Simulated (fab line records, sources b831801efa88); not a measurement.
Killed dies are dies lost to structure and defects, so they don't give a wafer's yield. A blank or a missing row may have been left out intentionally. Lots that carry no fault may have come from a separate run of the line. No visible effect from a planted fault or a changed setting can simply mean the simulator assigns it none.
2 desks, one fault + flow sky130 + only its own numbers are on each desk; what lay behind them is given at the end

== DESK OF THE TOOL OWNER: lpcvd-02 ==
The tool's own readings at SKY_SPACER_CVD_00 (deposits Si3N4 from DCS/NH3, target thk 43.1 nm, time 740 s): means of the sampled wafers that have a number, for each lot that ran on this tool. A lot is out of limits, marked OUT, if its mean lies more than 4 standard deviations from the usual mean; the brackets give that distance.
Columns: A = spike tc upper C at SKY_SPACER_CVD_00, usual 769.5 C; B = zone power centre pct at SKY_SPACER_CVD_00, usual 12.51 %
| lot  | first seen here | A     | B     |
|------|-----------------|-------|-------|
| L257 | day 23 03:29    | 768.2 | 12.30 |
| L260 | day 24 19:21    | 767.8 | 12.33 |
| L261 | day 24 20:34    | 767.7 | 12.30 |
| L262 | day 25 10:22    | 769.8 | 12.70 |
| L263 | day 25 22:08    | 770.5 | 12.66 |
| L264 | day 26 07:31    | 770.5 | 12.51 |
| L265 | day 27 03:30    | 770.8 | 12.72 |
| L266 | day 27 10:31    | 770.5 | 12.56 |
| L275 | day 29 16:40    | 769.3 | 12.34 |
| L276 | day 29 23:32    | 770.5 | 12.59 |
| L278 | day 30 20:26    | 770.2 | 12.70 |
| L277 | day 30 23:44    | 770.4 | 12.77 |
| L279 | day 30 23:44    | 771.0 | 12.82 |
Result from this desk: across the 13 lots, nothing is out of limits.

== AT THE METROLOGY DESK ==
Means of the sampled wafers that have a number, per lot and without regard to the tool the lot ran on: this is what the gauges read. A lot is out of limits, marked OUT, if its mean lies more than 4 standard deviations from the usual mean; the brackets give that distance.
Columns: A = cd nm at SKY_METAL4_CD_MEAS_13, usual 300.3 nm
| lot  | first seen here | A     |
|------|-----------------|-------|
| L257 | day 42 06:05    | 298.6 |
| L260 | day 43 11:13    | 298.5 |
| L261 | day 43 13:32    | 300.8 |
| L262 | day 43 23:08    | 303.8 |
| L263 | day 44 07:28    | 299.0 |
| L264 | day 44 13:31    | 301.3 |
| L265 | day 45 06:31    | 303.3 |
| L266 | day 45 12:29    | 300.4 |
| L275 | day 47 00:55    | 301.1 |
| L276 | day 47 08:06    | 298.9 |
| L278 | day 47 22:17    | 299.6 |
| L277 | day 48 01:59    | 299.5 |
| L279 | day 48 04:17    | 303.7 |
Result from this desk: across the 13 lots, nothing is out of limits.

== PUT TOGETHER ==
The tool owner's desk saw nothing out of limits.
At the metrology desk, nothing out of limits was observed.

== WHAT WAS PUT IN BY THE SIMULATOR ==
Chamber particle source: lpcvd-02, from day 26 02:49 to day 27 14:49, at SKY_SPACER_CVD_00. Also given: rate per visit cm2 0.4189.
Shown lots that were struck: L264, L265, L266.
